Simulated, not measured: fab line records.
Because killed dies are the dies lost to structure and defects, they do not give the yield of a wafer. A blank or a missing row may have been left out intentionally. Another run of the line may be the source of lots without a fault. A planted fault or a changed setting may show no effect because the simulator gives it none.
A lot that was struck, set against a sound lot | flow sky130 | 15 steps out of a route of 708
Sound: these wafers, L476.2, L476.4, L476.5. The struck wafers were L480.2, L480.5, L480.6. The cause is given at the end.
Per side, at each step with rows, come the tool, then ch with its chambers, and then its first start. Under that, the readings that differ: sound wafers | struck wafers | difference of the means | sigmas: that difference in standard deviations of wafers without a fault.
alike: readings whose means differ by less than 2 such deviations, and words and numbers that are the same on both sides. not compared: withheld readings, readings that some wafer has no value for, bounds like >300 that may hide the same value, and numbers for which the record gives no deviation and whose values overlap.
The two part at a step that has a row with sigmas, a row that says differs or no value, or rows on one side only. When numbers do not overlap yet have no deviation, they are printed without sigmas and do not part them. A reading that every wafer of one side lacks parts them only if that side has two wafers or more.

SKY_METAL4_SPUTTER_01: material TiN, target thk 20 nm, time 16.7 s.
  sound: pvd_sputter-01 at day 40 13:25; struck: pvd_sputter-03 at day 41 23:05
  alike: throttle_valve_pct
SKY_METAL4_SPUTTER_02: material AlCu, target thk 735 nm, time 39.1 s.
  sound: pvd_sputter-01 at day 40 13:27; struck: pvd_sputter-03 at day 41 23:07
  alike: throttle_valve_pct
SKY_METAL4_SPUTTER_03: material Ti, target thk 5 nm, time 3.3 s.
  sound: pvd_sputter-01 at day 40 13:29; struck: pvd_sputter-03 at day 41 23:10
  alike: throttle_valve_pct
SKY_METAL4_SPUTTER_04: material TiN, target thk 70 nm, time 58.3 s.
  sound: pvd_sputter-01 at day 40 13:30; struck: pvd_sputter-03 at day 41 23:11
  alike: throttle_valve_pct
SKY_CAP2M_CVD_00: deposits SiO2, target thk 15.5 nm.
  sound on pecvd-04 ch 0,1,2, day 40 13:33; struck on pecvd-03 ch 1,2, day 41 23:14
  alike: heater_power_w
SKY_CAP2M_THK_MEAS_01:
  sound: film_metro-04 at day 40 13:35; struck: film_metro-03 at day 41 23:16
  alike: CAP2M_CVD_00_THK
then, 1 step without rows for these wafers: SKY_CAP2M_SPUTTER_02 (material TiN, target thk 200 nm, time 166.7 s).
SKY_CAP2M_RS_MEAS_03: the measuring method here is four-point-probe.
  sound: film_metro-04 at day 40 13:46; struck: film_metro-04 at day 41 23:26
  alike: CAP2M_TIN_RS
SKY_CAP2M_THK_MEAS_04: measures by xrf.
  sound: film_metro-04 at day 40 13:52; struck: film_metro-04 at day 41 23:33
  alike: CAP2M_TIN_THK
then, 3 steps without rows for these wafers: SKY_CAP2M_DEHYDRATE_05 (time 60 s); SKY_CAP2M_HMDS_06 (prime time 60 s); SKY_CAP2M_COAT_07 (resist thk 1140 nm).
SKY_CAP2M_SOFTBAKE_08: time 60 s.
  sound on litho_track-04 ch 0, day 41 01:29; struck on litho_track-01 ch 0, day 42 11:43
  reading                  | sound             | struck            | difference | sigmas
  heater_power_total_W (W) | 56.69 56.70 56.62 | 58.18 58.21 58.08 | +1.49      | +31
  plate_temp_C (C)         | 89.94 90.09 90.09 | 91.51 91.87 91.51 | +1.59      | +13
  alike: chill_plate_temp_C
then, 1 step without rows for these wafers: SKY_CAP2M_EXPOSE_09 (exposes mask CAP2M, target cd 1000 nm).
-- the record jumps here: 5 days lie between the struck wafers' starts before and after (it left off in module CAP2M and takes up again in module PAD_OPEN, whose first step shown is number 708 of the route) --
SKY_PAD_OPEN_PROBE_99:
  sound: prober-02 at day 46 13:13; struck: prober-01 at day 47 19:41
  reading                  | sound       | struck    | difference | sigmas
  sort_bin_3_pad_short (%) | 1.2 0.8 1.8 | 0.4 0.8 0 | -0.9       | -2
  alike: defect_limited_yield, killed_at_M0_to_M3, killed_at_M4_up, killed_at_contacts, killed_at_front_end, killed_at_other, killed_dies, killed_on_rim, killed_open, killed_short, sort_bin_5_function, sort_bin_6_memory, sort_n_pass, sort_yield_pct

WHERE THEY PART
First at SKY_CAP2M_SOFTBAKE_08; last, within this record, at SKY_PAD_OPEN_PROBE_99.

WHY: the cause the simulator had injected
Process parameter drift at SKY_CAP2M_SOFTBAKE_08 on litho_track-01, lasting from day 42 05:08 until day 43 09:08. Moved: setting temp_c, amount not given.
